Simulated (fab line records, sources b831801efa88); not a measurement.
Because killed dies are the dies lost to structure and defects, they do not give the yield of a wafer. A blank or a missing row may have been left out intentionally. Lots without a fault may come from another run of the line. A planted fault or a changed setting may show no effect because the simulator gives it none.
Struck lot and sound lot, side by side -- flow sky130 -- 17 out of 708 route steps
Sound: wafers L259.2, L259.4, L259.5. The struck wafers were L261.2, L261.4, L261.6. At the end, the cause is stated.
At each step with rows: each side's tool, then ch and its chambers, then its first start. Under that, the readings that differ: sound wafers -- struck wafers -- difference of the means -- sigmas: that difference in standard deviations of wafers without a fault.
alike: words and numbers the same on both sides, and readings whose means are apart by under 2 such deviations; not compared: readings that were withheld, readings missing a value for some wafer, numbers with overlapping values and no deviation given by the record, and bounds like >300 which may hide the same value.
The two part at a step that has a row with sigmas, a row that says differs or no value, or rows on one side only. Non-overlapping numbers with no deviation appear without sigmas and do not part them. A reading that every wafer of one side lacks parts them only if that side has two wafers or more.

first, 1 step without rows for these wafers: SKY_VT_ADJUST_LVTN_IMPLANT_19.
SKY_VT_ADJUST_LVTN_STRIP_20: strips in O2/N2.
  sound on plasmaAsher-02 ch 0,1, day 8 21:13; struck on plasmaAsher-02 ch 1, day 9 06:39
  alike: drypumpMotorCurrentA, oesProductAu, stripTimeToEndpointS
  not compared: rfHoursCounterH
SKY_VT_ADJUST_LVTN_TW_MEAS_21:
  sound on filmMetro-01 at day 8 21:20; struck on filmMetro-04 at day 9 06:46
  alike: VT_ADJUST_LVTN_2_TW
then, 7 steps without rows for these wafers: SKY_VT_ADJUST_NCORE_DEHYDRATE_00 (time 60 s); SKY_VT_ADJUST_NCORE_HMDS_01 (prime time 60 s); SKY_VT_ADJUST_NCORE_COAT_02 (resist thk 1140 nm); SKY_VT_ADJUST_NCORE_SOFTBAKE_03 (time 60 s); SKY_VT_ADJUST_NCORE_EXPOSE_04 (exposes mask LVTN COMPLEMENT THIN, target cd 380 nm); SKY_VT_ADJUST_NCORE_PEB_05; SKY_VT_ADJUST_NCORE_DEVELOP_06 (develop time 60 s).
SKY_VT_ADJUST_NCORE_CD_MEAS_07: target cd 380 nm.
  sound on cdSem-02 at day 9 19:34; struck on cdSem-01 at day 10 05:09
  alike: cdNm
SKY_VT_ADJUST_NCORE_OVL_MEAS_08:
  sound on overlay-01 at day 9 19:41; struck on overlay-01 at day 10 05:16
  alike: VT_ADJUST_NCORE_OVL
SKY_VT_ADJUST_NCORE_IMPLANT_09:
  sound on implanter-02 ch 0, day 9 19:44; struck on implanter-02 ch 0, day 10 05:19
reading,sound,struck,difference,sigmas
doseIonsCm2,2.398e+12 2.3989e+12 2.3964e+12,1.5911e+12 1.5956e+12 1.5892e+12,-8.0580e+11,-99 or more
faradayCurrentUA,12.98 13.58 13.70,8.97 8.80 9.00,-4.50,-17
SKY_VT_ADJUST_NCORE_STRIP_10: strips in O2/N2.
  sound on plasmaAsher-03 ch 0,1, day 9 19:52; struck on plasmaAsher-01 ch 0,1, day 10 05:26
  alike: drypumpMotorCurrentA, oesProductAu, stripTimeToEndpointS
  not compared: rfHoursCounterH
SKY_VT_ADJUST_NCORE_TW_MEAS_11:
  sound on filmMetro-02 at day 9 19:58; struck on filmMetro-02 at day 10 05:33
reading,sound,struck,difference,sigmas
VT_ADJUST_NCORE_TW,216.4 216.8 217.0,193.6 193.3 194.5,-22.9,-9
then, 1 step without rows for these wafers: SKY_VT_ADJUST_HVTR_DEHYDRATE_00 (time 60 s).
-- record jumps: 37 days separate the struck wafers' starts on either side; left off in module VT_ADJUST_HVTR, taken up again in module PAD_OPEN, whose first shown step is the route's number 708 --
SKY_PAD_OPEN_PROBE_99:
  sound on prober-01 at day 46 20:44; struck on prober-01 at day 47 04:29
reading,sound,struck,difference,sigmas
model.etest.nfet_16v.rOnOhmUm,1.4e+04 1.409e+04 1.404e+04,1.255e+04 1.287e+04 1.282e+04,-1.297e+03,
model.etest.pfet_16v.rOnOhmUm,1.555e+04 1.544e+04 1.526e+04,1.572e+04 1.621e+04 1.598e+04,+5.533e+02,
model.etest.pfetG5v0d10v5.rOnOhmUm,4894 4864 4779,5233 5400 5301,+466,
model.etest.tipP.rsOhmSq,7048 6998 7003,7327 7287 7268,+278,
model.etest.pfet_01v8.rOnOhmUm,2945 2932 2891,3159 3212 3180,+261,
model.etest.resPwellUnderGate.rsOhmSq,2298 2290 2292,2389 2397 2394,+100,
model.etest.nfetG5v0d10v5.rOnOhmUm,1909 1928 1911,1803 1832 1829,-95,
model.etest.tip_p_5v.rsOhmSq,2875 2882 2903,2951 2955 2931,+59,
  alike: killed_at_M0_to_M3, killed_at_M4_up, killedAtContacts, killedAtFrontEnd, killedAtOther, killedDies, killedOpen, killedShort

== WHERE THEY PART ==
Earliest at SKY_VT_ADJUST_NCORE_IMPLANT_09; latest, in this record, at SKY_VT_ADJUST_NCORE_TW_MEAS_11. Later steps at which nothing parts them and some readings are alike: SKY_PAD_OPEN_PROBE_99.

WHY: what the simulator had put in
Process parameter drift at SKY_VT_ADJUST_NCORE_IMPLANT_09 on implanter-02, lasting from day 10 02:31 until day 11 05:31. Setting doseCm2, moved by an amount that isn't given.
